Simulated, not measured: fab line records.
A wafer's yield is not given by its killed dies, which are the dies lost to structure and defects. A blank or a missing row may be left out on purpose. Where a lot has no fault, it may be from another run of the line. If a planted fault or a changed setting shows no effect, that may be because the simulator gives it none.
Matching of chambers :: flow sky130 :: SKY_VIA1_ETCH_14 on rieDiel-04: 4 sister chambers
The step etches BARC in N2/H2, stops on SiO2, time 45.9 s, target depth 60 nm. 4 wafers are shown with their chamber, then 7 later ones without.

== WAFERS PAIRED WITH THEIR CHAMBERS ==
wafer: L080.3
chamber: 0
drypumpMotorCurrentA (A): 5.53

wafer: L083.6
chamber: 3
drypumpMotorCurrentA (A): 5.78

wafer: L086.4
chamber: 2
drypumpMotorCurrentA (A): 5.03

wafer: L086.5
chamber: 1
drypumpMotorCurrentA (A): 5.75

== WAFERS WHOSE CHAMBER IS MISSING ==
wafer: L086.6
drypumpMotorCurrentA (A): 5.52

wafer: L095.1
drypumpMotorCurrentA (A): 5.05

wafer: L095.3
drypumpMotorCurrentA (A): 5.77

wafer: L095.5
drypumpMotorCurrentA (A): 5.76

wafer: L097.2
drypumpMotorCurrentA (A): 5.74

wafer: L097.3
drypumpMotorCurrentA (A): 5.02

wafer: L097.6
drypumpMotorCurrentA (A): 5.75

== CHAMBER TAKEN BY EACH ==
wafer: L086.6
from the rows above: 0
in truth: 0

wafer: L095.1
from the rows above: 2
in truth: 2

wafer: L095.3
from the rows above: can't be placed: 3 or 1
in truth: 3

wafer: L095.5
from the rows above: can't be placed: 1 or 3
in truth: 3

wafer: L097.2
from the rows above: 1
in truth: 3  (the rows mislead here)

wafer: L097.3
from the rows above: 2
in truth: 2

wafer: L097.6
from the rows above: 1
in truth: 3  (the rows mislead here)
Correct placement for 3 of the 7. Cannot be placed on the basis of these rows: 2; the candidates contain the true chamber in 2. Placed wrongly: 2.
How it was worked out, from the rows above alone: a wafer's distance from a chamber is the root of the sum, over the readings, of the square of ((its reading less the chamber's mean) divided by the reading's scatter). The wafer belongs to the nearest chamber; if the next one is less than 2 further off, it can't be placed. A chamber's mean is the mean of its shown wafers. The scatter: with one shown wafer a chamber, the root of the mean of the squares of how far each hidden wafer lies from its nearest shown one.
